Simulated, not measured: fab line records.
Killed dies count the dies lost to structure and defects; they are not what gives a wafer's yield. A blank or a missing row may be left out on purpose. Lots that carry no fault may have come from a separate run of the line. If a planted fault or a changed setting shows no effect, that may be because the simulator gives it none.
Matching of chambers | flow gf180mcu | 3 sister chambers for GF_V2_CVD_02 on pecvd-03
The step deposits SiO2 from TEOS, target thk 850 nm, time 94.851 s. 6 wafers are shown with their chamber, then 8 later ones without.

## WAFERS PAIRED WITH THEIR CHAMBERS
wafer  | chamber | heater-power-w (W)
L079.5 | 1       | 846
L085.4 | 0       | 561
L085.5 | 1       | 737
L088.2 | 0       | 625
L088.5 | 2       | 539
L089.2 | 2       | 674

## WAFERS MISSING THEIR CHAMBER
wafer  | heater-power-w (W)
L089.3 | 832
L089.4 | 639
L094.1 | 651
L094.2 | 889
L094.3 | 597
L097.2 | 890
L097.5 | 900
L097.6 | 668

## CHAMBER TAKEN BY EACH
wafer  | from the rows above          | in truth
L089.3 | 1                            | 1
L089.4 | can't be placed: 2 or 0 or 1 | 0
L094.1 | can't be placed: 2 or 0 or 1 | 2
L094.2 | 1                            | 1
L094.3 | can't be placed: 0 or 2      | 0
L097.2 | 1                            | 1
L097.5 | 1                            | 1
L097.6 | can't be placed: 2 or 0 or 1 | 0
4 of 8 placed correctly. Cannot be placed on the basis of these rows: 4; the candidates contain the true chamber in 4. Placed wrongly: 0.
How it was worked out, from the rows above alone: a wafer's distance from a chamber is the root of the sum, over the readings, of the square of ((its reading less the chamber's mean) divided by the reading's scatter). If the next closest chamber is less than 2 further off than the closest, the wafer can't be placed; otherwise it belongs to the closest. Each chamber's mean is taken over the wafers shown for it. The scatter is the square root of a quotient: the sum, over the shown wafers, of each reading's squared deviation from its chamber's mean, divided by wafers minus chambers.
